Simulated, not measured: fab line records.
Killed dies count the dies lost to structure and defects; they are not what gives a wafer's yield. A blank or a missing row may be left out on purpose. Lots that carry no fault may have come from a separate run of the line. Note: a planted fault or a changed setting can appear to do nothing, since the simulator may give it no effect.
One fault through the eyes of 2 desks | flow gf180mcu | numbers are kept per desk, each desk with only its own; the story behind them comes last

DESK OF THE TOOL OWNER: implanter-01
For each lot that ran on this tool, the mean over its sampled wafers that have a number, from the tool's own readings at GF_DNWELL_IMPLANT_07. A lot is out of limits, marked OUT, if its mean lies more than 4 standard deviations from the usual mean; the brackets give that distance.
Columns: A = dose ions cm2 at GF_DNWELL_IMPLANT_07, usual 9.999e+12; B = faraday current uA at GF_DNWELL_IMPLANT_07, usual 56.5; C = tilt deg at GF_DNWELL_IMPLANT_07, usual 0.000 degrees
lot  | first seen here | A                           | B              | C
L115 | day 3 00:38     | 1.001e+13                   | 56.7           | -0.030
L120 | day 4 06:35     | 1.000e+13                   | 57.0           | 0.004
L126 | day 5 11:23     | 1.001e+13                   | 56.6           | 0.004
L128 | day 5 22:04     | 1.000e+13                   | 56.6           | -0.009
L135 | day 7 09:42     | 7.093e+12 (-99 or more) OUT | 40.5 (-13) OUT | -0.009
L136 | day 7 16:13     | 7.094e+12 (-99 or more) OUT | 39.7 (-14) OUT | 0.008
Finding of this desk: L135, L136 out of limits; the first was L135 at day 7 09:42, on dose ions cm2 at GF_DNWELL_IMPLANT_07. L115, L120, L126, L128 stayed within limits.

AT THE METROLOGY DESK
Lot by lot, what the gauges showed, no matter which tool ran the lot: averages of those sampled wafers that carry a number. A lot is out of limits, marked OUT, if its mean lies more than 4 standard deviations from the usual mean; the brackets give that distance.
Columns: A = STI_CVD_23_THK at GF_STI_THK_MEAS_24, usual 649 nm; B = DNWELL_TW at GF_DNWELL_TW_MEAS_09, usual 1356; C = NWELL_OVL at GF_NWELL_OVL_MEAS_07, usual 0.3 nm
lot  | first seen here | A   | B              | C
L115 | day 2 09:17     | 648 | 1359           | 3.2
L116 | day 2 14:33     | 653 | 1351           | 1.4
L117 | day 2 18:47     | 643 | 1344           | -0.0
L118 | day 3 02:28     | 653 | 1358           | -0.7
L120 | day 3 12:44     | 646 | 1342           | 0.4
L121 | day 3 18:42     | 645 | 1354           | -0.2
L124 | day 4 09:41     | 652 | 1358           | 0.5
L125 | day 4 13:40     | 652 | 1353           | 0.1
L126 | day 4 17:52     | 654 | 1348           | 1.2
L128 | day 5 05:10     | 652 | 1360           | 0.5
L135 | day 6 16:10     | 648 | 1226 (-16) OUT | -1.2
L136 | day 6 21:23     | 652 | 1215 (-17) OUT | -2.8
L137 | day 7 01:43     | 654 | 1365           | -0.7
This desk's result: L135, L136 out of limits, first on L135 (DNWELL_TW at GF_DNWELL_TW_MEAS_09), day 7 09:54. L115, L116, L117, L118, L120, L121, L124, L125, L126, L128, L137 stayed within limits.

PUT TOGETHER
The tool owner's desk had the chance to raise an alarm at day 7 09:42 on L135, L136.
The metrology desk could have raised an alarm at day 7 09:54, on L135, L136.
On implanter-01, each named lot ran GF_DNWELL_IMPLANT_07.

WHAT WAS PUT IN BY THE SIMULATOR
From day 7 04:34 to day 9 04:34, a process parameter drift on implanter-01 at GF_DNWELL_IMPLANT_07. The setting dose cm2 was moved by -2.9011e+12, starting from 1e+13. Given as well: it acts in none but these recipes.
Shown lots that were struck: L135, L136.
Hours from the fault's start to each desk's first reading out of limits: the tool owner's desk, 5; the metrology desk, 5.
